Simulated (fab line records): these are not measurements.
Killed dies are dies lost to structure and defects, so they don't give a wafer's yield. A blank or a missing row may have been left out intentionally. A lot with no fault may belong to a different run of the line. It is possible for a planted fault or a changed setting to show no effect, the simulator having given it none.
fab line records ; flow sky130
record lots=5; wafers=15; last_day=49
route steps=708 shown VIA3@597 METAL4@598 CAP2M@603
lots untouched by any fault: they come from a run of this same line in which no faults occurred
start_h: start of the lot's first displayed wafer, in hours after the record's first day ; wait_h: time in hours since the lot's previous step ; " repeats the value in the row above ; L1.1+2: one row covering several wafers at once ; - either no value or no given start ; * or withheld: withheld ; < > ~ a bound
route shown NAME@n: a module of which the file shows steps, and the number in the route of the first ; usual: mean and standard deviation over wafers with no fault ; same: alike in all rows ; chamber/n: place in a boat ; sites: readings site by site ; _std_site: standard deviation across them ; _edge_site: inner sites' mean taken away from outer sites' mean ; radius_mm: how far each site lies from the wafer's centre ; mask NAME#n: copy n ; behind: tool/chamber where the wafer was last shaped ; hold: what put the lot on hold/how long, in hours/how the hold closed ; device: the transistor (n, p or np) that didn't switch ; end of line: the same wafers' tests at the end of the route ; a step given without rows: its recipe and nothing more ; killed: not the wafer's yield, but the dies lost to structure and defects at the first sort ; map: a wafer's dies, x killed, . not, _ none there
set.NAME: setting as actually run; set.NAME@STEP: the setting as run at that earlier step ; model.NAME: the simulator's own value behind a step, which no gauge read
lots at selected steps of the route; one table per step, one row per wafer
services: a tool's chamber out of use, with start hour (start_h, from the record's first day; less than 0 if before it), hours out, and reason
## steps
# step SKY_VIA3_CMP_24
# recipe stop_on=SiO2; t_overpolish_s=20; down_force_psi=3.5; platen_rpm=60; target_thk_nm=0; pad_velocity_m_s=0.94248
# usual motor_current_A=11.1/1.4; overpolish_run_s=20.000/0.0091; time_to_endpoint_s=93/4.9
lot.wafer;tool;chamber;start_h;wait_h;motor_current_A;overpolish_run_s;time_to_endpoint_s
L075.2;cmp-02;1;937.96;0.1;10.6;19.987;89
L075.4;cmp-02;2;937.96;0.1;9.4;20.004;93
L075.1;cmp-02;3;937.96;0.1;13.1;20.003;98
L081.1;cmp-01;1;985.97;0.1;13.2;19.993;89
L081.2;cmp-01;2;985.97;0.1;11.3;19.983;90
L081.5;cmp-01;1;985.97;0.1;13.8;20.001;88
L082.3;cmp-01;1;1005.46;0.0;14.0;19.991;96
L082.2;cmp-01;0;1005.46;0.0;10.4;19.999;95
L082.6;cmp-01;2;1005.46;0.0;10.8;20.017;92
L089.2;cmp-01;1;1048.77;0.1;12.9;20.000;90
L089.4;cmp-01;2;1048.77;0.1;11.2;19.997;88
L089.5;cmp-01;0;1048.77;0.1;10.6;19.990;90
L091.4;cmp-01;2;1054.79;0.0;11.6;19.986;86
L091.1;cmp-01;3;1054.79;0.0;9.5;20.010;91
L091.3;cmp-01;1;1054.79;0.0;13.2;19.991;89
# step SKY_METAL4_SPUTTER_00
# recipe material=Ti; target_thk_nm=15; power_w=3000; time_s=10; chamber_pressure_pa=0.4
# usual chamber_pressure_pa=0.4000/0.00078; throttle_valve_pct=29.5/0.87
lot.wafer;tool;chamber;start_h;wait_h;chamber_pressure_pa;throttle_valve_pct
L075.1;pvd_sputter-04;-;938.21;0.1;0.4007;30.7
L075.2;pvd_sputter-04;-;938.21;0.1;0.4006;29.5
L075.4;pvd_sputter-04;-;938.21;0.1;0.3998;31.2
L081.1;pvd_sputter-03;-;986.27;0.2;0.3996;30.5
L081.2;pvd_sputter-03;-;986.27;0.2;0.4011;28.7
L081.5;pvd_sputter-03;-;986.27;0.2;0.4003;28.6
L082.2;pvd_sputter-01;-;1005.76;0.1;0.3999;29.2
L082.3;pvd_sputter-01;-;1005.76;0.1;0.4003;29.4
L082.6;pvd_sputter-01;-;1005.76;0.1;0.4009;29.2
L089.2;pvd_sputter-03;-;1048.97;0.1;0.4003;30.1
L089.4;pvd_sputter-03;-;1048.97;0.1;0.3989;30.4
L089.5;pvd_sputter-03;-;1048.97;0.1;0.3998;30.5
L091.1;pvd_sputter-04;-;1055.09;0.2;0.4003;29.6
L091.3;pvd_sputter-04;-;1055.09;0.2;0.3985;29.6
L091.4;pvd_sputter-04;-;1055.09;0.2;0.4011;30.5
# step SKY_METAL4_SPUTTER_01
# recipe material=TiN; target_thk_nm=20; power_w=6500; time_s=16.7; chamber_pressure_pa=0.4
# usual chamber_pressure_pa=0.3999/0.00078; throttle_valve_pct=29.5/0.88
lot.wafer;tool;chamber;start_h;wait_h;chamber_pressure_pa;throttle_valve_pct
L075.1;pvd_sputter-04;-;938.23;0.0;0.3991;30.4
L075.2;pvd_sputter-04;-;938.23;0.0;0.3996;29.6
L075.4;pvd_sputter-04;-;938.23;0.0;0.3998;31.1
L081.1;pvd_sputter-03;-;986.30;0.0;0.4005;30.4
L081.2;pvd_sputter-03;-;986.30;0.0;0.4024;28.3
L081.5;pvd_sputter-03;-;986.30;0.0;0.4001;28.6
L082.2;pvd_sputter-01;-;1005.78;0.0;0.3996;29.5
L082.3;pvd_sputter-01;-;1005.78;0.0;0.3990;29.2
L082.6;pvd_sputter-01;-;1005.78;0.0;0.3989;29.5
L089.2;pvd_sputter-03;-;1048.99;0.0;0.3987;30.0
L089.4;pvd_sputter-03;-;1048.99;0.0;0.4001;30.7
L089.5;pvd_sputter-03;-;1048.99;0.0;0.3998;30.5
L091.1;pvd_sputter-04;-;1055.11;0.0;0.4003;29.6
L091.3;pvd_sputter-04;-;1055.11;0.0;0.3984;29.8
L091.4;pvd_sputter-04;-;1055.11;0.0;0.3990;30.7
# step SKY_METAL4_SPUTTER_02
# recipe material=AlCu; target_thk_nm=735; power_w=10600; time_s=39.1; chamber_pressure_pa=0.4
# usual chamber_pressure_pa=0.4001/0.00074; throttle_valve_pct=29.5/0.87
lot.wafer;tool;chamber;start_h;wait_h;chamber_pressure_pa;throttle_valve_pct
L075.1;pvd_sputter-04;-;938.26;0.0;0.3997;30.6
L075.2;pvd_sputter-04;-;938.26;0.0;0.4002;29.6
L075.4;pvd_sputter-04;-;938.26;0.0;0.4002;31.0
L081.1;pvd_sputter-03;-;986.32;0.0;0.4006;30.6
L081.2;pvd_sputter-03;-;986.32;0.0;0.3994;28.6
L081.5;pvd_sputter-03;-;986.32;0.0;0.3990;28.8
L082.2;pvd_sputter-01;-;1005.80;0.0;0.4013;29.3
L082.3;pvd_sputter-01;-;1005.80;0.0;0.4008;29.0
L082.6;pvd_sputter-01;-;1005.80;0.0;0.3997;29.6
L089.2;pvd_sputter-03;-;1049.02;0.0;0.4000;30.0
L089.4;pvd_sputter-03;-;1049.02;0.0;0.4004;30.5
L089.5;pvd_sputter-03;-;1049.02;0.0;0.3998;30.3
L091.1;pvd_sputter-04;-;1055.13;0.0;0.3988;29.5
L091.3;pvd_sputter-04;-;1055.13;0.0;0.4006;30.0
L091.4;pvd_sputter-04;-;1055.13;0.0;0.3999;30.4
# step SKY_METAL4_SPUTTER_03
# recipe material=Ti; target_thk_nm=5; power_w=3000; time_s=3.3; chamber_pressure_pa=0.4
# usual chamber_pressure_pa=0.4001/0.00086; throttle_valve_pct=29.5/0.87
lot.wafer;tool;chamber;start_h;wait_h;chamber_pressure_pa;throttle_valve_pct
L075.1;pvd_sputter-04;-;938.30;0.0;0.4002;30.5
L075.2;pvd_sputter-04;-;938.30;0.0;0.4012;29.5
L075.4;pvd_sputter-04;-;938.30;0.0;0.4004;31.1
L081.1;pvd_sputter-03;-;986.36;0.0;0.3997;30.1
L081.2;pvd_sputter-03;-;986.36;0.0;0.3994;28.6
L081.5;pvd_sputter-03;-;986.36;0.0;0.3992;28.3
L082.2;pvd_sputter-01;-;1005.84;0.0;0.4010;29.4
L082.3;pvd_sputter-01;-;1005.84;0.0;0.3977;29.3
L082.6;pvd_sputter-01;-;1005.84;0.0;0.4000;29.4
L089.2;pvd_sputter-03;-;1049.05;0.0;0.3998;30.1
L089.4;pvd_sputter-03;-;1049.05;0.0;0.4001;30.7
L089.5;pvd_sputter-03;-;1049.05;0.0;0.3993;30.4
L091.1;pvd_sputter-04;-;1055.17;0.0;0.4001;29.6
L091.3;pvd_sputter-04;-;1055.17;0.0;0.4011;29.8
L091.4;pvd_sputter-04;-;1055.17;0.0;0.4001;30.6
# step SKY_METAL4_SPUTTER_04
# recipe material=TiN; target_thk_nm=70; power_w=6500; time_s=58.3; chamber_pressure_pa=0.4
# usual chamber_pressure_pa=0.3999/0.00075; throttle_valve_pct=29.5/0.88
lot.wafer;tool;chamber;start_h;wait_h;chamber_pressure_pa;throttle_valve_pct
L075.1;pvd_sputter-04;-;938.32;0.0;0.3999;30.7
L075.2;pvd_sputter-04;-;938.32;0.0;0.3998;29.5
L075.4;pvd_sputter-04;-;938.32;0.0;0.3991;31.2
L081.1;pvd_sputter-03;-;986.38;0.0;0.3993;30.8
L081.2;pvd_sputter-03;-;986.38;0.0;0.4009;28.3
L081.5;pvd_sputter-03;-;986.38;0.0;0.3999;28.5
L082.2;pvd_sputter-01;-;1005.86;0.0;0.3993;29.4
L082.3;pvd_sputter-01;-;1005.86;0.0;0.3994;29.2
L082.6;pvd_sputter-01;-;1005.86;0.0;0.4006;29.2
L089.2;pvd_sputter-03;-;1049.07;0.0;0.3999;30.3
L089.4;pvd_sputter-03;-;1049.07;0.0;0.3991;30.7
L089.5;pvd_sputter-03;-;1049.07;0.0;0.3993;30.5
L091.1;pvd_sputter-04;-;1055.19;0.0;0.3990;29.6
L091.3;pvd_sputter-04;-;1055.19;0.0;0.4006;29.7
L091.4;pvd_sputter-04;-;1055.19;0.0;0.4012;30.6
# step SKY_CAP2M_CVD_00
# recipe material=SiO2; target_thk_nm=15.5; temp_c=400; time_s=withheld; rf_w=450
# usual heater_power_w=758/110
lot.wafer;tool;chamber;start_h;wait_h;heater_power_w
L075.1;pecvd-04;0;938.37;0.0;582
L075.2;pecvd-04;1;938.37;0.0;748
L075.4;pecvd-04;2;938.37;0.0;769
L081.1;pecvd-01;1;986.43;0.0;845
L081.2;pecvd-01;0;986.43;0.0;560
L081.5;pecvd-01;1;986.43;0.0;807
L082.2;pecvd-03;0;1005.91;0.0;833
L082.3;pecvd-03;2;1005.91;0.0;964
L082.6;pecvd-03;2;1005.91;0.0;990
L089.2;pecvd-01;2;1049.12;0.0;778
L089.4;pecvd-01;2;1049.12;0.0;787
L089.5;pecvd-01;1;1049.12;0.0;845
L091.1;pecvd-04;0;1055.24;0.0;601
L091.3;pecvd-04;1;1055.24;0.0;822
L091.4;pecvd-04;1;1055.24;0.0;789
# step SKY_CAP2M_THK_MEAS_01
# recipe reads=SiO2_of_CAP2M_CVD_00
# usual CAP2M_CVD_00_THK=15.45/0.21
lot.wafer;tool;chamber;start_h;wait_h;CAP2M_CVD_00_THK[nm]
L075.1;film_metro-02;-;938.39;-;15.20
L075.2;film_metro-02;-;938.39;-;15.16
L075.4;film_metro-02;-;938.39;-;15.32
L081.1;film_metro-04;-;986.46;-;15.08
L081.2;film_metro-04;-;986.46;-;15.54
L081.5;film_metro-04;-;986.46;-;15.43
L082.2;film_metro-04;-;1005.95;-;15.61
L082.3;film_metro-04;-;1005.95;-;15.71
L082.6;film_metro-04;-;1005.95;-;15.54
L089.2;film_metro-03;-;1049.15;-;15.43
L089.4;film_metro-03;-;1049.15;-;15.54
L089.5;film_metro-03;-;1049.15;-;15.47
L091.1;film_metro-04;-;1055.26;-;15.02
L091.3;film_metro-04;-;1055.26;-;15.48
L091.4;film_metro-04;-;1055.26;-;15.52
# step SKY_CAP2M_SPUTTER_02
# recipe material=TiN; target_thk_nm=200; temp_c=300; power_w=6500; time_s=166.7; chamber_pressure_pa=0.4
# usual chamber_pressure_pa=0.4000/0.00082; throttle_valve_pct=29.6/1.1
lot.wafer;tool;chamber;start_h;wait_h;chamber_pressure_pa;throttle_valve_pct
L075.1;pvd_sputter-03;-;938.45;0.1;0.4005;28.8
L075.2;pvd_sputter-03;-;938.45;0.1;0.3991;30.6
L075.4;pvd_sputter-03;-;938.45;0.1;0.3999;30.2
L081.1;pvd_sputter-01;-;986.52;0.1;0.3991;29.5
L081.2;pvd_sputter-01;-;986.52;0.1;0.4007;29.2
L081.5;pvd_sputter-01;-;986.52;0.1;0.4005;29.3
L082.2;pvd_sputter-03;-;1006.00;0.0;0.3996;30.6
L082.3;pvd_sputter-03;-;1006.00;0.0;0.4010;28.5
L082.6;pvd_sputter-03;-;1006.00;0.0;0.3985;30.4
L089.2;pvd_sputter-01;-;1049.20;0.0;0.3993;28.0
L089.4;pvd_sputter-01;-;1049.20;0.0;0.4001;29.3
L089.5;pvd_sputter-01;-;1049.20;0.0;0.4009;28.5
L091.1;pvd_sputter-03;-;1055.32;0.1;0.3999;30.6
L091.3;pvd_sputter-03;-;1055.32;0.1;0.4003;29.5
L091.4;pvd_sputter-03;-;1055.32;0.1;0.3994;28.6
# step SKY_CAP2M_RS_MEAS_03
# recipe thk_meas_gauge=four-point-probe; reads=TiN_of_CAP2M_SPUTTER_02
# usual CAP2M_TIN_RS=6.93/0.069
lot.wafer;tool;chamber;start_h;wait_h;CAP2M_TIN_RS[ohm/sq]
L075.1;film_metro-04;-;938.56;0.1;6.88
L075.2;film_metro-04;-;938.56;0.1;6.99
L075.4;film_metro-04;-;938.56;0.1;6.86
L081.1;film_metro-03;-;986.63;0.1;6.85
L081.2;film_metro-03;-;986.63;0.1;6.88
L081.5;film_metro-03;-;986.63;0.1;6.85
L082.2;film_metro-02;-;1006.13;0.1;7.07
L082.3;film_metro-02;-;1006.13;0.1;6.93
L082.6;film_metro-02;-;1006.13;0.1;7.01
L089.2;film_metro-04;-;1049.33;0.1;6.80
L089.4;film_metro-04;-;1049.33;0.1;6.74
L089.5;film_metro-04;-;1049.33;0.1;6.82
L091.1;film_metro-03;-;1055.43;0.1;7.08
L091.3;film_metro-03;-;1055.43;0.1;7.03
L091.4;film_metro-03;-;1055.43;0.1;6.96
# step SKY_CAP2M_THK_MEAS_04
# recipe thk_meas_gauge=xrf; reads=TiN_of_CAP2M_SPUTTER_02
# usual CAP2M_TIN_THK=198.8/1.9
lot.wafer;tool;chamber;start_h;wait_h;CAP2M_TIN_THK[nm]
L075.1;film_metro-04;-;938.68;0.1;200.0
L075.2;film_metro-04;-;938.68;0.1;196.7
L075.4;film_metro-04;-;938.68;0.1;200.3
L081.1;film_metro-03;-;986.75;0.1;201.5
L081.2;film_metro-03;-;986.75;0.1;200.4
L081.5;film_metro-03;-;986.75;0.1;201.1
L082.2;film_metro-02;-;1006.24;0.1;196.2
L082.3;film_metro-02;-;1006.24;0.1;200.2
L082.6;film_metro-02;-;1006.24;0.1;196.4
L089.2;film_metro-04;-;1049.44;0.1;201.4
L089.4;film_metro-04;-;1049.44;0.1;202.7
L089.5;film_metro-04;-;1049.44;0.1;201.3
L091.1;film_metro-03;-;1055.55;0.1;194.0
L091.3;film_metro-03;-;1055.55;0.1;195.5
L091.4;film_metro-03;-;1055.55;0.1;197.3
# step SKY_CAP2M_DEHYDRATE_05
# recipe temp_c=200; time_s=60
# usual exhaust_pa=44.9/0.81
lot.wafer;tool;chamber;start_h;wait_h;exhaust_pa
L075.1;litho_track-01;0;950.57;11.9;44.0
L075.2;litho_track-01;0;950.57;11.9;44.2
L075.4;litho_track-01;0;950.57;11.9;45.2
L081.1;litho_track-03;0;997.76;11.0;45.3
L081.2;litho_track-03;0;997.76;11.0;45.2
L081.5;litho_track-03;0;997.76;11.0;45.1
L082.2;litho_track-03;0;1017.04;10.8;44.6
L082.3;litho_track-03;0;1017.04;10.8;43.3
L082.6;litho_track-03;0;1017.04;10.8;45.3
L089.2;litho_track-03;0;1059.04;9.6;45.0
L089.4;litho_track-03;0;1059.04;9.6;47.0
L089.5;litho_track-03;0;1059.04;9.6;46.2
L091.1;litho_track-02;0;1064.94;9.4;44.8
L091.3;litho_track-02;0;1064.94;9.4;44.4
L091.4;litho_track-02;0;1064.94;9.4;43.8
## services
tool;chamber;start_h;hours;kind
pvd_sputter-04;-;917.42;2.3;repair
cmp-01;-;920.35;4.0;pm
cmp-01;-;924.35;-;consumable_replace:conditioner
cmp-01;-;924.35;-;consumable_replace:pad
pecvd-04;2;927.84;2.1;scheduled_down
pvd_sputter-01;2;936.80;-;consumable_replace:kit
pvd_sputter-01;2;936.80;18.0;scheduled_down
pvd_sputter-01;2;936.80;18.0;vent_cycle
pecvd-01;2;953.58;6.6;repair
cmp-01;-;958.90;0.5;repair
cmp-02;-;960.41;1.6;repair
pecvd-03;0;966.18;3.3;repair
pecvd-01;2;983.69;5.5;scheduled_down
cmp-02;-;985.09;2.3;repair
pecvd-01;-;1012.30;5.4;repair
pecvd-04;2;1014.23;19.7;repair
pecvd-01;-;1022.03;1.1;repair
cmp-02;-;1039.13;1.7;repair
cmp-01;-;1040.74;6.9;repair
pvd_sputter-03;-;1051.00;1.7;repair
pvd_sputter-04;-;1058.00;7.9;repair
pvd_sputter-01;1;1063.38;-;consumable_replace:kit
pvd_sputter-01;1;1063.38;18.0;scheduled_down
pvd_sputter-01;1;1063.38;18.0;vent_cycle
## key
fault none
